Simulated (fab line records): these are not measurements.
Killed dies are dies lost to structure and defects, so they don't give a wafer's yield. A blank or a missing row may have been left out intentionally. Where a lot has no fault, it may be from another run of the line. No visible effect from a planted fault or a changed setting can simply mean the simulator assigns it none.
fab line records || flow sky130
record: {"lots": 5, "wafers": 15, "lastDay": 50}
route steps=708 shown LDD_HVN@270 LDD_HVP@278 PAD_OPEN@708
lots that met no fault: from a run of the same line without faults
startH: start of the lot's first displayed wafer, in hours after the record's first day || waitH: hours since the lot's step before || " as in the row above || L1.1+2: a single row standing in for several wafers || - no value present, or no start provided || * or withheld: withheld || < > ~ a bound
route shown NAME@n: names a module that has steps shown in the file, with the first one's number in the route || usual: the fault-free wafers' mean and standard deviation || same: alike in all rows || chamber/n: place in a boat || sites: each site's reading || _std_site: standard deviation of those values || _edge_site: mean of outer sites minus mean of inner sites || radiusMm: for every site, how far away it sits from the centre of the wafer || mask NAME#n: copy n || behind: tool/chamber where the wafer was last shaped || hold: what put the lot on hold/how long, in hours/how the hold closed || device: the n, p or np transistor that did not switch || end of line: tests run on the same wafers once the route is complete || a step with no rows: only its recipe || killed: dies that structure and defects cost at the first sort, which is not the same as the wafer's yield || map: a wafer's dies, x killed, . not, _ none there
set.NAME: the run value of the setting; set.NAME@STEP: its run value at that earlier step || model.NAME: the simulator's own value behind a step, which no gauge read
lots seen at some steps along the route; tables by step, rows by wafer
services: from which hour (startH, from the record's first day; less than 0 if before it) a tool's chamber was out of use, for how many hours, and why
== steps ==
step: SKY_LDD_HVN_SOFTBAKE_03
recipe: {"tempC": 90, "timeS": 60, "resist": "NOVOLAK"}
step: SKY_LDD_HVN_EXPOSE_04
recipe: {"maskId": "HVNTM", "na": 0.6, "sourceShape": "conventional", "sigmaOuter": 0.6, "polarization": "unpolarized", "targetCdNm": 700, "doseMj": 127}
step: SKY_LDD_HVN_PEB_05
recipe: {"tempC": "withheld", "timeS": "*", "resist": "NOVOLAK"}
step: SKY_LDD_HVN_DEVELOP_06
recipe: {"resist": "NOVOLAK", "developer": "TMAH", "developTimeS": 60, "devTempC": 23}
step: SKY_LDD_HVN_OVL_MEAS_07
usual: {"LDD_HVN_OVL": "0.6/1.4"}
{"lot.wafer": "L812.1", "tool": "overlay-01", "chamber": "-", "startH": 505.81, "waitH": 0.1, "LDD_HVN_OVL[nm]": -0.2}
{"lot.wafer": "L812.3", "tool": "overlay-01", "chamber": "-", "startH": 505.81, "waitH": 0.1, "LDD_HVN_OVL[nm]": 1.0}
{"lot.wafer": "L812.4", "tool": "overlay-01", "chamber": "-", "startH": 505.81, "waitH": 0.1, "LDD_HVN_OVL[nm]": 1.6}
{"lot.wafer": "L818.2", "tool": "overlay-02", "chamber": "-", "startH": 553.52, "waitH": 0.1, "LDD_HVN_OVL[nm]": 2.1}
{"lot.wafer": "L818.3", "tool": "overlay-02", "chamber": "-", "startH": 553.52, "waitH": 0.1, "LDD_HVN_OVL[nm]": 1.8}
{"lot.wafer": "L818.4", "tool": "overlay-02", "chamber": "-", "startH": 553.52, "waitH": 0.1, "LDD_HVN_OVL[nm]": 1.7}
{"lot.wafer": "L821.2", "tool": "overlay-02", "chamber": "-", "startH": 576.66, "waitH": 0.1, "LDD_HVN_OVL[nm]": 0.4}
{"lot.wafer": "L821.3", "tool": "overlay-02", "chamber": "-", "startH": 576.66, "waitH": 0.1, "LDD_HVN_OVL[nm]": 0.9}
{"lot.wafer": "L821.4", "tool": "overlay-02", "chamber": "-", "startH": 576.66, "waitH": 0.1, "LDD_HVN_OVL[nm]": -0.1}
{"lot.wafer": "L823.1", "tool": "overlay-01", "chamber": "-", "startH": 592.71, "waitH": 0.1, "LDD_HVN_OVL[nm]": -0.9}
{"lot.wafer": "L823.2", "tool": "overlay-01", "chamber": "-", "startH": 592.71, "waitH": 0.1, "LDD_HVN_OVL[nm]": 1.6}
{"lot.wafer": "L823.6", "tool": "overlay-01", "chamber": "-", "startH": 592.71, "waitH": 0.1, "LDD_HVN_OVL[nm]": -0.2}
{"lot.wafer": "L831.2", "tool": "overlay-02", "chamber": "-", "startH": 663.61, "waitH": 0.1, "LDD_HVN_OVL[nm]": 1.4}
{"lot.wafer": "L831.3", "tool": "overlay-02", "chamber": "-", "startH": 663.61, "waitH": 0.1, "LDD_HVN_OVL[nm]": 0.4}
{"lot.wafer": "L831.5", "tool": "overlay-02", "chamber": "-", "startH": 663.61, "waitH": 0.1, "LDD_HVN_OVL[nm]": 1.1}
step: SKY_LDD_HVN_IMPLANT_08
recipe: {"species": "P", "energyKev": 60, "doseCm2": 3e+13, "tiltDeg": 40}
step: SKY_LDD_HVN_STRIP_09
recipe: {"chemistry": "O2/N2", "powerW": 1400, "pressureMtorr": 1500, "platenTempC": "withheld", "o2FlowSccm": 3000, "n2FlowSccm": 300, "overashFraction": 0.5}
usual: {"drypumpMotorCurrentA": "5.5/0.34", "oesProductAu": "0.408/0.0042", "stripTimeToEndpointS": "4.136/0.014"}
{"lot.wafer": "L812.1", "tool": "plasmaAsher-01", "chamber": 1, "startH": 505.99, "waitH": 0.1, "drypumpMotorCurrentA": 5.6, "oesProductAu": 0.407, "rfHoursCounterH": 39, "stripTimeToEndpointS": 4.132}
{"lot.wafer": "L812.3", "tool": "plasmaAsher-01", "chamber": 0, "startH": 505.99, "waitH": 0.1, "drypumpMotorCurrentA": 5.7, "oesProductAu": 0.404, "rfHoursCounterH": "-", "stripTimeToEndpointS": 4.127}
{"lot.wafer": "L812.4", "tool": "plasmaAsher-01", "chamber": 1, "startH": 505.99, "waitH": 0.1, "drypumpMotorCurrentA": 5.6, "oesProductAu": 0.408, "rfHoursCounterH": "-", "stripTimeToEndpointS": 4.158}
{"lot.wafer": "L818.2", "tool": "plasmaAsher-03", "chamber": 1, "startH": 553.70, "waitH": 0.1, "drypumpMotorCurrentA": 5.7, "oesProductAu": 0.406, "rfHoursCounterH": 12, "stripTimeToEndpointS": 4.156}
{"lot.wafer": "L818.3", "tool": "plasmaAsher-03", "chamber": 0, "startH": 553.70, "waitH": 0.1, "drypumpMotorCurrentA": 4.9, "oesProductAu": 0.394, "rfHoursCounterH": "-", "stripTimeToEndpointS": 4.144}
{"lot.wafer": "L818.4", "tool": "plasmaAsher-03", "chamber": 1, "startH": 553.70, "waitH": 0.1, "drypumpMotorCurrentA": 5.7, "oesProductAu": 0.411, "rfHoursCounterH": "-", "stripTimeToEndpointS": 4.129}
{"lot.wafer": "L821.2", "tool": "plasmaAsher-03", "chamber": 1, "startH": 576.84, "waitH": 0.1, "drypumpMotorCurrentA": 5.7, "oesProductAu": 0.409, "rfHoursCounterH": 15, "stripTimeToEndpointS": 4.134}
{"lot.wafer": "L821.3", "tool": "plasmaAsher-03", "chamber": 1, "startH": 576.84, "waitH": 0.1, "drypumpMotorCurrentA": 5.7, "oesProductAu": 0.407, "rfHoursCounterH": "-", "stripTimeToEndpointS": 4.133}
{"lot.wafer": "L821.4", "tool": "plasmaAsher-03", "chamber": 0, "startH": 576.84, "waitH": 0.1, "drypumpMotorCurrentA": 4.9, "oesProductAu": 0.408, "rfHoursCounterH": "-", "stripTimeToEndpointS": 4.112}
{"lot.wafer": "L823.1", "tool": "plasmaAsher-01", "chamber": 1, "startH": 592.90, "waitH": 0.1, "drypumpMotorCurrentA": 5.6, "oesProductAu": 0.404, "rfHoursCounterH": 48, "stripTimeToEndpointS": 4.132}
{"lot.wafer": "L823.2", "tool": "plasmaAsher-01", "chamber": 0, "startH": 592.90, "waitH": 0.1, "drypumpMotorCurrentA": 5.7, "oesProductAu": 0.404, "rfHoursCounterH": 48, "stripTimeToEndpointS": 4.152}
{"lot.wafer": "L823.6", "tool": "plasmaAsher-01", "chamber": 1, "startH": 592.90, "waitH": 0.1, "drypumpMotorCurrentA": 5.6, "oesProductAu": 0.410, "rfHoursCounterH": "-", "stripTimeToEndpointS": 4.144}
{"lot.wafer": "L831.2", "tool": "plasmaAsher-01", "chamber": 0, "startH": 663.79, "waitH": 0.1, "drypumpMotorCurrentA": 5.7, "oesProductAu": 0.404, "rfHoursCounterH": 55, "stripTimeToEndpointS": 4.129}
{"lot.wafer": "L831.3", "tool": "plasmaAsher-01", "chamber": 1, "startH": 663.79, "waitH": 0.1, "drypumpMotorCurrentA": 5.6, "oesProductAu": 0.405, "rfHoursCounterH": "-", "stripTimeToEndpointS": 4.140}
{"lot.wafer": "L831.5", "tool": "plasmaAsher-01", "chamber": 0, "startH": 663.79, "waitH": 0.1, "drypumpMotorCurrentA": 5.7, "oesProductAu": 0.405, "rfHoursCounterH": "-", "stripTimeToEndpointS": 4.142}
step: SKY_LDD_HVN_TW_MEAS_10
usual: {"LDD_HVN_TW": "1436/13"}
{"lot.wafer": "L812.1", "tool": "filmMetro-02", "chamber": "-", "startH": 506.09, "waitH": 0.1, "LDD_HVN_TW": 1441}
{"lot.wafer": "L812.3", "tool": "filmMetro-02", "chamber": "-", "startH": 506.09, "waitH": 0.1, "LDD_HVN_TW": 1440}
{"lot.wafer": "L812.4", "tool": "filmMetro-02", "chamber": "-", "startH": 506.09, "waitH": 0.1, "LDD_HVN_TW": 1442}
{"lot.wafer": "L818.2", "tool": "filmMetro-01", "chamber": "-", "startH": 553.81, "waitH": 0.1, "LDD_HVN_TW": 1448}
{"lot.wafer": "L818.3", "tool": "filmMetro-01", "chamber": "-", "startH": 553.81, "waitH": 0.1, "LDD_HVN_TW": 1448}
{"lot.wafer": "L818.4", "tool": "filmMetro-01", "chamber": "-", "startH": 553.81, "waitH": 0.1, "LDD_HVN_TW": 1440}
{"lot.wafer": "L821.2", "tool": "filmMetro-03", "chamber": "-", "startH": 576.95, "waitH": 0.1, "LDD_HVN_TW": 1416}
{"lot.wafer": "L821.3", "tool": "filmMetro-03", "chamber": "-", "startH": 576.95, "waitH": 0.1, "LDD_HVN_TW": 1418}
{"lot.wafer": "L821.4", "tool": "filmMetro-03", "chamber": "-", "startH": 576.95, "waitH": 0.1, "LDD_HVN_TW": 1413}
{"lot.wafer": "L823.1", "tool": "filmMetro-01", "chamber": "-", "startH": 593.00, "waitH": 0.1, "LDD_HVN_TW": 1443}
{"lot.wafer": "L823.2", "tool": "filmMetro-01", "chamber": "-", "startH": 593.00, "waitH": 0.1, "LDD_HVN_TW": 1443}
{"lot.wafer": "L823.6", "tool": "filmMetro-01", "chamber": "-", "startH": 593.00, "waitH": 0.1, "LDD_HVN_TW": 1441}
{"lot.wafer": "L831.2", "tool": "filmMetro-02", "chamber": "-", "startH": 663.90, "waitH": 0.1, "LDD_HVN_TW": 1444}
{"lot.wafer": "L831.3", "tool": "filmMetro-02", "chamber": "-", "startH": 663.90, "waitH": 0.1, "LDD_HVN_TW": 1442}
{"lot.wafer": "L831.5", "tool": "filmMetro-02", "chamber": "-", "startH": 663.90, "waitH": 0.1, "LDD_HVN_TW": 1439}
step: SKY_LDD_HVP_DEHYDRATE_00
recipe: {"tempC": 200, "timeS": 60}
step: SKY_LDD_HVP_HMDS_01
recipe: {"primeTimeS": 60, "primeTempC": 120}
step: SKY_LDD_HVP_COAT_02
recipe: {"resist": "NOVOLAK", "spinRpm": 3000, "resistThkNm": 300}
step: SKY_LDD_HVP_SOFTBAKE_03
recipe: {"tempC": 90, "timeS": 60, "resist": "NOVOLAK"}
step: SKY_LDD_HVP_EXPOSE_04
recipe: {"maskId": "HVPTM", "na": 0.6, "sourceShape": "conventional", "sigmaOuter": 0.6, "polarization": "unpolarized", "targetCdNm": 700, "doseMj": 86}
{"lot.wafer": "L812.1+3+4", "tool": "ilineStepper-01", "chamber": 0, "startH": 521.43, "waitH": "-", "mask": "HVPTM#0"}
{"lot.wafer": "L818.2+3+4", "tool": "ilineStepper-02", "chamber": 0, "startH": 569.19, "waitH": "-", "mask": "HVPTM#0"}
{"lot.wafer": "L821.2+3+4", "tool": "ilineStepper-02", "chamber": 0, "startH": 591.96, "waitH": "-", "mask": "HVPTM_R1#0"}
{"lot.wafer": "L823.1+2+6", "tool": "ilineStepper-01", "chamber": 0, "startH": 607.83, "waitH": "-", "mask": "HVPTM#0"}
{"lot.wafer": "L831.2+3+5", "tool": "ilineStepper-01", "chamber": 0, "startH": 677.53, "waitH": "-", "mask": "HVPTM#0"}
step: SKY_LDD_HVP_PEB_05
recipe: {"tempC": "withheld", "timeS": "*", "resist": "NOVOLAK"}
step: SKY_PAD_OPEN_PROBE_99
usual: {"killed_at_M0_to_M3": "43/7.2", "killed_at_M4_up": "3.0/2", "killedAtContacts": "24/5.5", "killedAtFrontEnd": "15/4.2", "killedAtOther": "0.3/0.51", "killedDies": "85/10", "killedOpen": "46/7.3", "killedShort": "38/6.4"}
same: {"grossDies": 492, "killedAtBackSide": 0}
{"lot.wafer": "L812.1", "tool": "prober-01", "chamber": "-", "startH": 1104.60, "waitH": 0.1, "killed_at_M0_to_M3": 33, "killed_at_M4_up": 1, "killedAtContacts": 25, "killedAtFrontEnd": 17, "killedAtOther": 0, "killedDies": 76, "killedOpen": 45, "killedShort": 31}
{"lot.wafer": "L812.3", "tool": "prober-01", "chamber": "-", "startH": 1104.70, "waitH": 0.2, "killed_at_M0_to_M3": 49, "killed_at_M4_up": 0, "killedAtContacts": 28, "killedAtFrontEnd": 21, "killedAtOther": 0, "killedDies": 98, "killedOpen": 49, "killedShort": 49}
{"lot.wafer": "L812.4", "tool": "prober-01", "chamber": "-", "startH": 1104.75, "waitH": 0.2, "killed_at_M0_to_M3": 36, "killed_at_M4_up": 5, "killedAtContacts": 24, "killedAtFrontEnd": 8, "killedAtOther": 0, "killedDies": 73, "killedOpen": 43, "killedShort": 30}
{"lot.wafer": "L818.2", "tool": "prober-01", "chamber": "-", "startH": 1139.27, "waitH": 0.1, "killed_at_M0_to_M3": 44, "killed_at_M4_up": 1, "killedAtContacts": 20, "killedAtFrontEnd": 20, "killedAtOther": 0, "killedDies": 85, "killedOpen": 48, "killedShort": 37}
{"lot.wafer": "L818.3", "tool": "prober-01", "chamber": "-", "startH": 1139.32, "waitH": 0.2, "killed_at_M0_to_M3": 50, "killed_at_M4_up": 3, "killedAtContacts": 27, "killedAtFrontEnd": 20, "killedAtOther": 1, "killedDies": 101, "killedOpen": 61, "killedShort": 40}
{"lot.wafer": "L818.4", "tool": "prober-01", "chamber": "-", "startH": 1139.37, "waitH": 0.2, "killed_at_M0_to_M3": 52, "killed_at_M4_up": 1, "killedAtContacts": 24, "killedAtFrontEnd": 18, "killedAtOther": 1, "killedDies": 96, "killedOpen": 58, "killedShort": 38}
{"lot.wafer": "L821.2", "tool": "prober-01", "chamber": "-", "startH": 1152.69, "waitH": 0.1, "killed_at_M0_to_M3": 37, "killed_at_M4_up": 5, "killedAtContacts": 19, "killedAtFrontEnd": 15, "killedAtOther": 0, "killedDies": 76, "killedOpen": 31, "killedShort": 45}
{"lot.wafer": "L821.3", "tool": "prober-01", "chamber": "-", "startH": 1152.74, "waitH": 0.2, "killed_at_M0_to_M3": 38, "killed_at_M4_up": 4, "killedAtContacts": 23, "killedAtFrontEnd": 10, "killedAtOther": 0, "killedDies": 75, "killedOpen": 42, "killedShort": 33}
{"lot.wafer": "L821.4", "tool": "prober-01", "chamber": "-", "startH": 1152.79, "waitH": 0.2, "killed_at_M0_to_M3": 45, "killed_at_M4_up": 7, "killedAtContacts": 19, "killedAtFrontEnd": 12, "killedAtOther": 0, "killedDies": 83, "killedOpen": 51, "killedShort": 32}
{"lot.wafer": "L823.1", "tool": "prober-01", "chamber": "-", "startH": 1162.95, "waitH": 0.1, "killed_at_M0_to_M3": 37, "killed_at_M4_up": 4, "killedAtContacts": 15, "killedAtFrontEnd": 16, "killedAtOther": 0, "killedDies": 72, "killedOpen": 47, "killedShort": 25}
{"lot.wafer": "L823.2", "tool": "prober-01", "chamber": "-", "startH": 1163.00, "waitH": 0.1, "killed_at_M0_to_M3": 50, "killed_at_M4_up": 2, "killedAtContacts": 24, "killedAtFrontEnd": 19, "killedAtOther": 0, "killedDies": 95, "killedOpen": 50, "killedShort": 45}
{"lot.wafer": "L823.6", "tool": "prober-01", "chamber": "-", "startH": 1163.20, "waitH": 0.2, "killed_at_M0_to_M3": 45, "killed_at_M4_up": 1, "killedAtContacts": 22, "killedAtFrontEnd": 9, "killedAtOther": 1, "killedDies": 78, "killedOpen": 38, "killedShort": 40}
{"lot.wafer": "L831.2", "tool": "prober-01", "chamber": "-", "startH": 1203.53, "waitH": 0.1, "killed_at_M0_to_M3": 48, "killed_at_M4_up": 2, "killedAtContacts": 35, "killedAtFrontEnd": 14, "killedAtOther": 1, "killedDies": 100, "killedOpen": 56, "killedShort": 44}
{"lot.wafer": "L831.3", "tool": "prober-01", "chamber": "-", "startH": 1203.58, "waitH": 0.2, "killed_at_M0_to_M3": 49, "killed_at_M4_up": 3, "killedAtContacts": 32, "killedAtFrontEnd": 10, "killedAtOther": 0, "killedDies": 94, "killedOpen": 61, "killedShort": 33}
{"lot.wafer": "L831.5", "tool": "prober-01", "chamber": "-", "startH": 1203.68, "waitH": 0.2, "killed_at_M0_to_M3": 29, "killed_at_M4_up": 1, "killedAtContacts": 21, "killedAtFrontEnd": 18, "killedAtOther": 0, "killedDies": 69, "killedOpen": 39, "killedShort": 30}
killed by level:class
L812.1 CONTACT:geometricParticle:open=11 LI_CONTACT:geometricParticle:open=7 VIA1:geometricParticle:open=6 VIA2:geometricParticle:open=5 METAL3:geometricParticle:short=5 POLY_GATE:geometricParticle:open=4 POLY_GATE:geometricParticle:short=4 VIA2:geometricParticle:short=4
L812.3 LI_CONTACT:geometricParticle:open=11 METAL1:geometricParticle:short=9 VIA3:geometricParticle:open=9 CONTACT:geometricParticle:open=8 VIA1:geometricParticle:short=7 POLY_GATE:geometricParticle:short=5 SPACER:geometricParticle:open=5 CONTACT:geometricParticle:short=4
L812.4 CONTACT:geometricParticle:open=10 VIA1:geometricParticle:open=9 LI_CONTACT:geometricParticle:open=7 VIA3:geometricParticle:open=7 VIA1:geometricParticle:short=5 POLY_GATE:geometricParticle:short=4 METAL2:geometricParticle:short=4 LOCAL_INTERCONNECT:geometricParticle:short=3
L818.2 VIA1:geometricParticle:open=12 LI_CONTACT:geometricParticle:open=9 METAL1:geometricParticle:short=9 VIA2:geometricParticle:open=7 FIELD_ISO:geometricParticle:short=6 CONTACT:geometricParticle:open=6 FIELD_ISO:geometricParticle:open=4 POLY_GATE:geometricParticle:short=4
L818.3 VIA1:geometricParticle:open=13 CONTACT:geometricParticle:open=11 LI_CONTACT:geometricParticle:open=8 VIA2:geometricParticle:open=7 FIELD_ISO:geometricParticle:open=6 METAL1:geometricParticle:short=6 VIA3:geometricParticle:short=6 LOCAL_INTERCONNECT:geometricParticle:short=5
L818.4 VIA1:geometricParticle:open=19 LI_CONTACT:geometricParticle:open=9 CONTACT:geometricParticle:open=6 VIA1:geometricParticle:short=6 FIELD_ISO:geometricParticle:short=5 VIA2:geometricParticle:open=5 VIA2:geometricParticle:short=4 VIA3:geometricParticle:open=4
L821.2 VIA1:geometricParticle:open=7 METAL2:geometricParticle:short=6 CONTACT:geometricParticle:short=6 LI_CONTACT:geometricParticle:open=5 POLY_GATE:geometricParticle:short=5 LOCAL_INTERCONNECT:geometricParticle:short=5 METAL3:geometricParticle:short=5 VIA2:geometricParticle:open=5
L821.3 CONTACT:geometricParticle:open=9 LI_CONTACT:geometricParticle:open=7 VIA1:geometricParticle:open=7 VIA1:geometricParticle:short=6 VIA2:geometricParticle:open=6 LOCAL_INTERCONNECT:geometricParticle:short=5 METAL2:geometricParticle:short=4 VIA3:geometricParticle:open=4
L821.4 VIA1:geometricParticle:open=13 CONTACT:geometricParticle:open=11 METAL2:geometricParticle:short=6 VIA1:geometricParticle:short=5 VIA2:geometricParticle:open=5 METAL1:geometricParticle:short=4 POLY_GATE:geometricParticle:open=4 LI_CONTACT:geometricParticle:open=4
L823.1 VIA1:geometricParticle:open=8 VIA2:geometricParticle:open=8 CONTACT:geometricParticle:open=7 LI_CONTACT:geometricParticle:open=6 METAL1:geometricParticle:short=6 VIA3:geometricParticle:open=6 POLY_GATE:geometricParticle:open=5 FIELD_ISO:geometricParticle:open=4
L823.2 VIA1:geometricParticle:open=14 VIA3:geometricParticle:open=8 METAL2:geometricParticle:short=7 CONTACT:geometricParticle:open=6 LOCAL_INTERCONNECT:geometricParticle:short=6 POLY_GATE:geometricParticle:open=5 CONTACT:geometricParticle:short=5 VIA3:geometricParticle:short=5
L823.6 VIA3:geometricParticle:open=9 VIA1:geometricParticle:open=7 LOCAL_INTERCONNECT:geometricParticle:short=7 LI_CONTACT:geometricParticle:open=5 METAL1:geometricParticle:short=5 CONTACT:geometricParticle:open=5 METAL2:geometricParticle:short=5 VIA2:geometricParticle:short=5
L831.2 LI_CONTACT:geometricParticle:open=13 CONTACT:geometricParticle:open=12 VIA3:geometricParticle:open=9 VIA2:geometricParticle:open=8 METAL2:geometricParticle:short=7 METAL1:geometricParticle:short=6 CONTACT:geometricParticle:short=5 POLY_GATE:geometricParticle:short=5
L831.3 VIA1:geometricParticle:open=17 LI_CONTACT:geometricParticle:open=11 CONTACT:geometricParticle:open=10 CONTACT:geometricParticle:short=9 METAL2:geometricParticle:short=6 VIA2:geometricParticle:open=6 VIA3:geometricParticle:open=5 FIELD_ISO:geometricParticle:short=4
L831.5 CONTACT:geometricParticle:open=9 FIELD_ISO:geometricParticle:open=7 VIA1:geometricParticle:open=6 METAL2:geometricParticle:short=6 VIA3:geometricParticle:open=5 LI_CONTACT:geometricParticle:open=4 FIELD_ISO:geometricParticle:short=3 POLY_GATE:geometricParticle:short=3
== services ==
{"tool": "ilineStepper-01", "chamber": "-", "startH": 507.52, "hours": 5.6, "kind": "repair"}
{"tool": "ilineStepper-02", "chamber": "-", "startH": 547.23, "hours": 8.9, "kind": "pm"}
{"tool": "plasmaAsher-03", "chamber": "-", "startH": 552.33, "hours": 1.2, "kind": "repair"}
{"tool": "ilineStepper-01", "chamber": "-", "startH": 558.61, "hours": 18.3, "kind": "repair"}
{"tool": "ilineStepper-01", "chamber": "-", "startH": 576.88, "hours": 1.7, "kind": "pm"}
{"tool": "ilineStepper-01", "chamber": "-", "startH": 583.49, "hours": 2.1, "kind": "pm"}
{"tool": "ilineStepper-01", "chamber": "-", "startH": 585.57, "hours": "-", "kind": "consumableReplace:lamp"}
{"tool": "ilineStepper-02", "chamber": "-", "startH": 593.69, "hours": 1.7, "kind": "pm"}
{"tool": "plasmaAsher-01", "chamber": "-", "startH": 664.32, "hours": 2.1, "kind": "repair"}
== key ==
firstSign: {"step": "SKY_LDD_HVP_EXPOSE_04", "reading": "mask", "direction": "changed"}
effect none on later readings
metAt SKY_LDD_HVP_EXPOSE_04
struckWafers L821.2,L821.3,L821.4
testerLeftOut L821
onsetBetween 569.19 591.96
fault: {"kind": "wrongMask", "tool": "any", "chamber": "-", "onsetH": 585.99, "steps": "SKY_LDD_HVP_EXPOSE_04", "auxCopy": "HVPTM_R1#0", "cdOffsetNm": 49, "scope": "struckLotsOnly"}
testerLeftOut: of these lots the tester's yield and bins aren't shown, on N5 and GAA mostly nor the transistor test; their killed dies are dies lost to structure and defects alone, not to doping, threshold or leakage, so they don't give the yield
